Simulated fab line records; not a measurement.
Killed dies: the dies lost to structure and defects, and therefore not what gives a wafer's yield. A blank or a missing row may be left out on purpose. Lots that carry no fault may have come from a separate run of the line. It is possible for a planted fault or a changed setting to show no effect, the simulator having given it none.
What tool caused it? -- flow sky130 -- Sampling: 15 lots, 45 wafers, 4 of 708 route steps

## WHAT EACH GAUGE READ, for each wafer
SKY_VT_ADJUST_HVTP_TW_MEAS_11.
lot,measured,on,VT_ADJUST_HVTP_TW
L539,day 6 22:02,film-metro-04,1353 1359 1358
L540,day 7 06:04,film-metro-04,1358 1358 1362
L542,day 7 11:26,film-metro-01,1360 1351 1355
L541,day 7 12:04,film-metro-01,1348 1362 1351
L543,day 7 19:11,film-metro-01,1355 1353 1351
L544,day 8 03:57,film-metro-01,1346 1352 1348
L549,day 9 10:02,film-metro-02,1345 1342 1344
L550,day 10 04:23,film-metro-04,1363 1358 1365
L551,day 10 06:37,film-metro-02,1344 1336 1330
L552,day 10 22:08,film-metro-01,1347 1344 1344
L554,day 11 11:38,film-metro-02,1341 1350 1344
L555,day 11 11:47,film-metro-01,1349 1347 1337
L556,day 11 22:51,film-metro-04,1368 1363 1365
L559,day 12 06:05,film-metro-04,1350 1360 1354
L560,day 12 10:23,film-metro-02,1346 1344 1345

SKY_VT_ADJUST_LVTN_OVL_MEAS_18.
lot,measured,on,VT_ADJUST_LVTN_01_OVL (nm)
L539,day 8 13:19,overlay-01,1.8 0.0 0.7
L540,day 8 23:21,overlay-01,1.5 0.0 1.6
L542,day 9 04:33,overlay-01,3.3 2.6 3.3
L541,day 9 06:12,overlay-01,0.2 -1.2 -0.6
L543,day 9 13:38,overlay-01,1.1 2.7 0.6
L544,day 9 22:07,overlay-01,1.3 2.6 0.9
L549,day 11 07:03,overlay-02,1.2 1.2 1.0
L550,day 12 02:54,overlay-02,0.3 -0.7 0.6
L551,day 12 05:41,overlay-02,1.9 1.3 2.4
L552,day 12 22:48,overlay-01,2.0 0.3 -1.0
L554,day 13 12:45,overlay-02,0.8 0.0 -0.5
L555,day 13 13:20,overlay-02,0.8 1.3 -0.4
L556,day 14 01:40,overlay-01,1.9 3.2 3.7
L559,day 14 09:18,overlay-02,3.8 3.4 3.1
L560,day 14 14:59,overlay-02,-1.7 -0.5 0.0

SKY_VT_ADJUST_NCORE_OVL_MEAS_08.
lot,measured,on,VT_ADJUST_NCORE_OVL (nm)
L539,day 9 10:48,overlay-02,-0.1 -2.0 -0.8
L540,day 9 21:25,overlay-02,-1.4 -1.6 -3.0
L542,day 10 02:13,overlay-02,2.3 0.4 1.7
L541,day 10 03:47,overlay-01,-1.4 -0.5 0.1
L543,day 10 11:58,overlay-02,-2.5 -2.6 -2.0
L544,day 10 21:23,overlay-02,-1.8 -1.0 -0.4
L549,day 12 06:46,overlay-02,-1.0 0.8 -1.4
L550,day 13 03:00,overlay-01,-1.1 -1.6 -0.9
L551,day 13 07:04,overlay-02,-2.1 -3.5 0.0
L552,day 14 00:40,overlay-01,0.1 1.1 0.5
L554,day 14 15:25,overlay-01,-1.1 0.1 0.8
L555,day 14 16:01,overlay-02,1.5 0.7 -1.0
L556,day 15 05:10,overlay-01,-1.2 -1.1 -1.0
L559,day 15 13:06,overlay-02,-0.7 -2.4 -1.3
L560,day 15 18:32,overlay-02,-0.4 0.7 0.0

## WHICH TOOL RAN EACH LOT (tool, then ch and the chambers of the sampled wafers, then the start)
lot,SKY_NWELL_DEVELOP_22
L539,"litho-track-01 ch 0, day 6 02:00"
L540,"litho-track-01 ch 0, day 6 11:00"
L542,"litho-track-03 ch 0, day 6 15:00"
L541,"litho-track-01 ch 0, day 6 16:00"
L543,"litho-track-02 ch 0, day 6 22:00"
L544,"litho-track-01 ch 0, day 7 06:00"
L549,"litho-track-03, day 8 11:00"
L550,"litho-track-02, day 9 05:00"
L551,"litho-track-03, day 9 07:00"
L552,"litho-track-02 ch 0, day 9 22:00"
L554,"litho-track-01 ch 0, day 10 10:00"
L555,"litho-track-03 ch 0, day 10 11:00"
L556,"litho-track-02 ch 0, day 10 21:00"
L559,"litho-track-03 ch 0, day 11 04:00"
L560,"litho-track-01 ch 0, day 11 08:00"
- SKY_NWELL_DEVELOP_22: develop time 60 s.

## AS READ BY THE TOOLS THEMSELVES (means over the sampled wafers that have a number; for cases with no such wafer, the mark the record gives instead)
SKY_NWELL_DEVELOP_22.
lot,tool,chill-plate-temp-C (C),exhaust-pa (Pa)
L539,litho-track-01,22.86,45.4
L540,litho-track-01,22.93,44.7
L542,litho-track-03,22.93,45.1
L541,litho-track-01,22.97,44.3
L543,litho-track-02,22.97,44.4
L544,litho-track-01,23.03,43.9
L549,litho-track-03,-,-
L550,litho-track-02,-,-
L551,litho-track-03,-,-
L552,litho-track-02,23.05,45.8
L554,litho-track-01,22.93,46.5
L555,litho-track-03,22.96,44.9
L556,litho-track-02,22.97,44.3
L559,litho-track-03,23.11,43.6
L560,litho-track-01,23.03,45.1

## THE ANSWER, worked out from the rows above alone
Rule: the usual values come from the lots themselves. Put in order of their means at a reading, lots are off if they are a third of the lots or fewer, leave a main group of 4 or more, and stand apart from it by a gap of 3 or more times the standard deviation of the main group's means; of several such gaps the widest counts. Not used: any main group whose means are identical at the precision the tables above print for the reading. Also off: a lot with no number at a reading for which 4 or more lots have one. Where the step has rows for the other lots, those lots are counted as sound. The gauges are gone through in route order, then the tools' own readings, and for those a lot's mean is taken as printed above. At the first step where some lot is off, the reading lying furthest off is the one used; lots without a number count as furthest.
Off, at SKY_NWELL_DEVELOP_22 on chill-plate-temp-C: L549, L550, L551. Without a number there: L549, L550, L551. Main group: mean 22.98 C, sd 0.064.
A tool fits if, at that step or a process step before it, it ran every lot that is off, and no sound lot after the first of them. No candidate that was tried fits.

## WHAT THE SIMULATOR HAD INSERTED
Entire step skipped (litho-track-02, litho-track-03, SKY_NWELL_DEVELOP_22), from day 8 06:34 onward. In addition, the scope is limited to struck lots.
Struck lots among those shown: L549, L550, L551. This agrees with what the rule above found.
